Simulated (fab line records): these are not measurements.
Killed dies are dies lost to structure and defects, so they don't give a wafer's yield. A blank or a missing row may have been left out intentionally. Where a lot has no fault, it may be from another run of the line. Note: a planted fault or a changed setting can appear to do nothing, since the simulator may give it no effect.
2 desks, one fault | flow sky130 | each desk holds nothing but its own numbers, with what lay behind them at the end

== TOOL OWNER'S DESK, cvd_w-02 ==
The tool's own readings at SKY_VIA1_CVD_21 (deposits W, target thk 270 nm, time 80.902 s): means of the sampled wafers that have a number, for each lot that ran on this tool. If a lot's mean is further than 4 standard deviations from the usual mean, the lot is out of limits and carries the mark OUT (the distance appears in the brackets).
Columns: A = heater_power_w at SKY_VIA1_CVD_21, usual 854 W
lot  | first seen here | A
L414 | day 33 18:43    | 978
L416 | day 36 01:23    | 983
L417 | day 36 14:35    | 987
L422 | day 37 11:01    | 971
L424 | day 38 02:43    | 994
L427 | day 38 15:01    | 908
This desk's finding: nothing out of limits on any of the 6 lots.

== FROM THE METROLOGY DESK ==
What the gauges read for every lot (on any tool): the sampled wafers with a number, averaged. If a lot's mean is further than 4 standard deviations from the usual mean, the lot is out of limits and carries the mark OUT (the distance appears in the brackets).
Columns: A = METAL1_ALCU_THK at SKY_METAL1_THK_MEAS_06, usual 256.3 nm; B = VIA1_BOW at SKY_VIA1_BOW_MEAS_03, usual 80 um; C = VIA1_W_RS at SKY_VIA1_RS_MEAS_22, usual 0.439 ohm/sq; D = VIA1_W_THK at SKY_VIA1_THK_MEAS_23, usual 264 nm
lot  | first seen here | A     | B  | C     | D
L414 | day 31 10:19    | 257.3 | 76 | 0.434 | 269
L415 | day 32 00:51    | 256.2 | 91 | 0.440 | 264
L416 | day 33 16:37    | 258.2 | 80 | 0.429 | 270
L418 | day 34 04:16    | 257.5 | 82 | 0.436 | 263
L417 | day 34 07:56    | 259.7 | 77 | 0.434 | 268
L419 | day 34 10:32    | 256.2 | 80 | 0.444 | 261
L422 | day 35 04:14    | 253.2 | 77 | 0.428 | 273
L424 | day 35 21:17    | 256.2 | 86 | 0.434 | 266
L427 | day 36 09:24    | 253.5 | 78 | 0.455 | 254
L428 | day 36 13:53    | 257.6 | 78 | 0.444 | 260
L435 | day 38 13:52    | 257.6 | 85 | 0.447 | 259
This desk's finding: nothing out of limits on any of the 11 lots.

== PUT TOGETHER ==
The tool owner's desk saw nothing out of limits.
The metrology desk saw nothing out of limits.

== WHAT THE SIMULATOR HAD INSERTED ==
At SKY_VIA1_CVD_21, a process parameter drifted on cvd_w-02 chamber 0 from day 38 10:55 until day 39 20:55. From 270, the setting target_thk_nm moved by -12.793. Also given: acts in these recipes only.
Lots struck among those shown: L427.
